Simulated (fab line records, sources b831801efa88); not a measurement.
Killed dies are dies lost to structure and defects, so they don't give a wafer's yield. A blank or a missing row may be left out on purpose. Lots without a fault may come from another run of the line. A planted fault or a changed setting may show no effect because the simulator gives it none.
Which tool did it? | flow sky130 | 15 lots, 45 wafers sampled, at 2 steps of a route of 708

WHAT THE GAUGES READ, wafer by wafer
SKY_LDD_P_TW_MEAS_11. Usual: LDD_P_TW 637.9, standard deviation 2.9.
lot  | measured     | on            | LDD_P_TW          | flag
L863 | day 19 23:53 | film_metro-01 | 635.2 636.5 638.6 |
L866 | day 21 02:21 | film_metro-01 | 638.6 638.5 637.6 |
L867 | day 21 13:08 | film_metro-01 | 573.1 576.8 578.3 | OFF
L868 | day 21 20:38 | film_metro-02 | 577.5 577.8 573.1 | OFF
L869 | day 22 00:33 | film_metro-04 | 579.5 576.3 577.0 | OFF
L876 | day 24 12:28 | film_metro-01 | 632.9 636.6 632.9 |
L877 | day 25 00:27 | film_metro-02 | 639.7 636.7 635.1 |
L878 | day 25 07:29 | film_metro-01 | 644.0 643.8 647.0 |
L879 | day 25 08:39 | film_metro-02 | 635.1 637.7 635.5 |
L880 | day 25 20:51 | film_metro-02 | 630.6 638.0 632.1 |
L881 | day 26 09:37 | film_metro-04 | 638.7 637.8 636.9 |
L883 | day 27 00:01 | film_metro-01 | 640.1 642.2 637.3 |
L882 | day 27 07:41 | film_metro-04 | 634.9 634.6 640.7 |
L884 | day 27 07:52 | film_metro-02 | 637.4 632.8 637.7 |
L885 | day 27 18:36 | film_metro-02 | 636.2 640.4 638.4 |

WHICH TOOL RAN EACH LOT (tool, then ch and the chambers of the sampled wafers, then the start)
lot  | SKY_LDD_P_IMPLANT_09
L863 | implanter-03 ch 0, day 19 23:38
L866 | implanter-03 ch 0, day 21 02:09
L867 | implanter-03 ch 0, day 21 12:54
L868 | implanter-03 ch 0, day 21 20:23
L869 | implanter-03 ch 0, day 22 00:19
L876 | implanter-04 ch 0, day 24 12:13
L877 | implanter-02 ch 0, day 25 00:13
L878 | implanter-03 ch 0, day 25 07:14
L879 | implanter-03 ch 0, day 25 08:25
L880 | implanter-04 ch 0, day 25 20:38
L881 | implanter-03 ch 0, day 26 09:24
L883 | implanter-04 ch 0, day 26 23:46
L882 | implanter-04 ch 0, day 27 07:26
L884 | implanter-03 ch 0, day 27 07:37
L885 | implanter-03 ch 0, day 27 18:22
- SKY_LDD_P_IMPLANT_09

WHAT THE TOOLS THEMSELVES READ (means of the sampled wafers that have a number; where no wafer has one, the mark that the record gives instead)
The record holds no such reading with a usual standard deviation.

THE ANSWER, worked out from the rows above alone
Rule: a lot is off if the mean of its wafers that have a number lies more than 3 standard deviations from the usual mean. A lot without any number at a reading at which 4 lots or more have one is off too. The other lots that the step has rows for count as sound. The gauges are gone through in route order, then the tools' own readings, and for those a lot's mean is taken as printed above. The first step at which some lot is off is used, and at that step the reading that is off furthest; a lot without a number counts as furthest.
Off: L867, L868, L869, at SKY_LDD_P_TW_MEAS_11 (LDD_P_TW).
A tool fits if, at a process step before that reading, it ran every lot that is off, and no sound lot after the first of them. The gauges at SKY_LDD_P_TW_MEAS_11 are tried like those tools. None of those tried fits.

WHAT THE SIMULATOR HAD PUT IN
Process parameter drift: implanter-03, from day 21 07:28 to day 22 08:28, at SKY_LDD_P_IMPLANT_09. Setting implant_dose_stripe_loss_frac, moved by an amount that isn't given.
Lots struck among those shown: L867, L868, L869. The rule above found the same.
